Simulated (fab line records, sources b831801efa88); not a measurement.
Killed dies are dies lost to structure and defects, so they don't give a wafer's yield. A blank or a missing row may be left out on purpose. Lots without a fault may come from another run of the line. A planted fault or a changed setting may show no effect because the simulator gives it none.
A struck lot beside a sound one | flow sky130 | 17 steps out of a route of 708
Sound: wafers L991.2, L991.4, L991.6. Struck: wafers L996.1, L996.4, L996.5. The cause comes at the end.
At each step with rows: each side's tool, then ch and its chambers, then its first start. Under that, the readings that differ: sound wafers | struck wafers | difference of the means | sigmas: that difference in standard deviations of wafers without a fault.
alike: readings whose means differ by less than 2 such deviations, and words and numbers that are the same on both sides. not compared: withheld readings, readings that some wafer has no value for, bounds like >300 that may hide the same value, and numbers for which the record gives no deviation and whose values overlap.
The two part at a step that has a row with sigmas, a row that says differs or no value, or rows on one side only. Numbers that don't overlap but have no deviation are shown without sigmas and don't part them. A reading that every wafer of one side lacks parts them only if that side has two wafers or more.

SKY_LDD_HVP_STRIP_09: strips in O2/N2.
  sound on plasma_asher-01 ch 0, day 22 03:38; struck on plasma_asher-04 ch 0,1, day 24 05:37
  alike: drypump_motor_current_A, oes_product_au, strip_time_to_endpoint_s
  not compared: rf_hours_counter_h
SKY_LDD_HVP_TW_MEAS_10:
  sound on film_metro-03, day 22 03:44; struck on film_metro-03, day 24 05:44
  alike: LDD_HVP_TW
then, 7 steps without rows for these wafers: SKY_LDD_LDN_DEHYDRATE_00 (time 60 s); SKY_LDD_LDN_HMDS_01 (prime time 60 s); SKY_LDD_LDN_COAT_02 (resist thk 1140 nm); SKY_LDD_LDN_SOFTBAKE_03 (time 60 s); SKY_LDD_LDN_EXPOSE_04 (exposes mask LDNTM, target cd 700 nm); SKY_LDD_LDN_PEB_05; SKY_LDD_LDN_DEVELOP_06 (develop time 60 s).
SKY_LDD_LDN_OVL_MEAS_07:
  sound on overlay-01, day 23 10:04; struck on overlay-01, day 25 10:50
  alike: LDD_LDN_OVL
then, 2 steps without rows for these wafers: SKY_LDD_LDN_IMPLANT_08; SKY_LDD_LDN_IMPLANT_09.
SKY_LDD_LDN_IMPLANT_10:
  sound on implanter-03 ch 0, day 23 10:25; struck on implanter-03, day 25 11:10
  no value came back on the struck wafers for beam_energy_keV, beam_on_s (s), end_station_pressure_torr (Torr), implant_ion_amu; on the sound wafers beam_energy_keV reads 15.002 15.005 15.002
then, 1 step without rows for these wafers: SKY_LDD_LDN_IMPLANT_11.
SKY_LDD_LDN_STRIP_12: strips in O2/N2.
  sound on plasma_asher-04 ch 1, day 23 10:41; struck on plasma_asher-03 ch 0,1, day 25 11:28
  alike: drypump_motor_current_A, oes_product_au, strip_time_to_endpoint_s
  not compared: rf_hours_counter_h
SKY_LDD_LDN_TW_MEAS_13:
  sound on film_metro-01, day 23 10:48; struck on film_metro-04, day 25 11:34
  reading    | sound          | struck         | difference | sigmas
  LDD_LDN_TW | 1487 1491 1485 | 1374 1369 1364 | -119       | -9
then, 1 step without rows for these wafers: SKY_LDD_LDN_CLEAN_14 (cleans in SC1/SC2, time 150 s).

WHERE THEY PART
First at SKY_LDD_LDN_IMPLANT_10; last, within this record, at SKY_LDD_LDN_TW_MEAS_13.

WHY: what the simulator had put in
Skipped step whole: implanter-03, from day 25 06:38 on, at SKY_LDD_LDN_IMPLANT_10. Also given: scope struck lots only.
